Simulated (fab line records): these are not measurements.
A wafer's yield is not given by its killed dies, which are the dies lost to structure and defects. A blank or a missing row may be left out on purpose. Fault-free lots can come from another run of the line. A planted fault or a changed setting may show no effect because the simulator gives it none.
Struck lot and sound lot, side by side :: flow sfq_line :: 15 out of 325 route steps
Sound: these wafers, L241.4, L241.5, L241.6. Struck: wafer L252.5. (L252.1, L252.6 of the same lot were not struck and are left out.) The cause comes at the end.
At each step with rows: each side's tool, then ch and its chambers, then its first start. Under that, the readings that differ: sound wafers :: struck wafers :: difference of the means :: sigmas: that difference in standard deviations of wafers without a fault.
alike: readings whose means differ by less than 2 such deviations, and words and numbers that are the same on both sides. not compared: withheld readings, readings that some wafer has no value for, bounds like >300 that may hide the same value, and numbers for which the record gives no deviation and whose values overlap.
Wherever a step has rows on one side only, a row that says differs or no value, or a row with sigmas, the two part there. When numbers do not overlap yet have no deviation, they are printed without sigmas and do not part them. Lack of a reading on every wafer of one side parts them only where that side has two or more wafers.

first, 1 step without rows for these wafers: SFQ_TRILAYER_M2_STRIP_SOLV_CLEAN_062 (cleans in NMP, time 600 s).
SFQ_TRILAYER_I2_DEP_PECVD_063: deposits SiO2 from SiH4/N2O, time 111.11 s, target thk 500 nm.
  sound on pecvd-04 ch 0,1,2, day 24 05:59; struck on pecvd-02 ch 0, day 32 16:32
reading: heater_power_w (W)
sound: 74 88 69
struck: 117
difference: +40
sigmas: +3

reading: throttle_valve_pct (%)
sound: 25.6 24.9 24.3
struck: 21.6
difference: -3.3
sigmas: -2
SFQ_TRILAYER_I2_CMP_CMP_064: polishes SiO2.
  sound on cmp-01 ch 0,1,2, day 24 17:22; struck on cmp-01 ch 2, day 34 07:00
  alike: head_pressure_psi, motor_current_A, slurry_filter_dp_kPa, time_to_endpoint_s
SFQ_I2_BOW_MEAS_917:
  struck on film_metro-03, day 34 08:30; sound on film_metro-01, day 24 19:25
  alike: I2_BOW
SFQ_TRILAYER_I2_METRO_MEASURE_065:
  struck on film_metro-03, day 34 08:37; sound on film_metro-01, day 24 20:05
  alike: thk_nm
then, 6 steps without rows for these wafers: SFQ_TRILAYER_I2_VIA_LITHO_COAT_072 (resist thk 62 nm); SFQ_TRILAYER_I2_VIA_LITHO_COAT_067 (resist thk 650 nm); SFQ_TRILAYER_I2_VIA_LITHO_SOFTBAKE_071; SFQ_TRILAYER_I2_VIA_LITHO_EXPOSE_068 (exposes mask I2, target cd 500 nm); SFQ_TRILAYER_I2_VIA_LITHO_PEB_070 (peb time 60 s); SFQ_TRILAYER_I2_VIA_LITHO_DEVELOP_069 (time 60 s).
-- the record jumps here: 6 days lie between the struck wafers' starts before and after --
SFQ_I2_OVL_MEAS_918:
  struck on overlay-01, day 39 23:40; sound on overlay-02, day 30 15:17
  alike: I2_OVL
SFQ_TRILAYER_I2_VIA_BARC_OPEN_VIA_ETCH_096: etches BARC in O2, target depth 125 nm, time 41.7 s.
  sound on rie_diel-02 ch 0,2,3, day 30 15:18; struck on rie_diel-02 ch 0, day 39 23:43
reading: bias_w (W)
sound: 80.45 80.34 80.03
struck: 79.80
difference: -0.47
sigmas: -2

reading: oes_product_au (a.u.)
sound: 0.689 0.689 0.689
struck: 0.560
difference: -0.129
sigmas: -26

reading: run_length_s (s)
sound: 69.5 70.3 69.8
struck: 97.5
difference: +27.6
sigmas: +61

reading: model.KrF_of_TRILAYER_I2_VIA_LITHO_COAT_067.thk_nm (nm)
sound: 570 572.8 571.5
struck: 541.5
difference: -29.9
sigmas: 
  alike: drypump_motor_current_A
  not compared: rf_hours_counter_h
SFQ_TRILAYER_I2_VIA_ETCH_VIA_ETCH_070: etches SiO2 in CHF3, stops on Nb, target depth 260 nm.
  sound on rie_diel-02 ch 0,2,3, day 30 15:20; struck on rie_diel-02 ch 0, day 39 23:45
reading: oes_product_au (a.u.)
sound: 0.846 0.859 0.855
struck: 0.841
difference: -0.012
sigmas: -2

reading: model.KrF_of_TRILAYER_I2_VIA_LITHO_COAT_067.thk_nm (nm)
sound: 524.3 528.2 526.4
struck: 496.1
difference: -30.2
sigmas: 
  alike: bias_w, drypump_motor_current_A
SFQ_TRILAYER_I2_VIA_STRIP_STRIP_071: strips in O2.
  sound on rie_metal-04 ch 0,1, day 30 15:39; struck on rie_metal-02 ch 0, day 39 23:52
  alike: drypump_motor_current_A, oes_product_au
  not compared: rf_hours_counter_h

## WHERE THEY PART
Earliest at SFQ_TRILAYER_I2_DEP_PECVD_063; latest, in this record, at SFQ_TRILAYER_I2_VIA_ETCH_VIA_ETCH_070. Later steps at which nothing parts them and some readings are alike: SFQ_TRILAYER_I2_VIA_STRIP_STRIP_071.

WHY: the cause the simulator had injected
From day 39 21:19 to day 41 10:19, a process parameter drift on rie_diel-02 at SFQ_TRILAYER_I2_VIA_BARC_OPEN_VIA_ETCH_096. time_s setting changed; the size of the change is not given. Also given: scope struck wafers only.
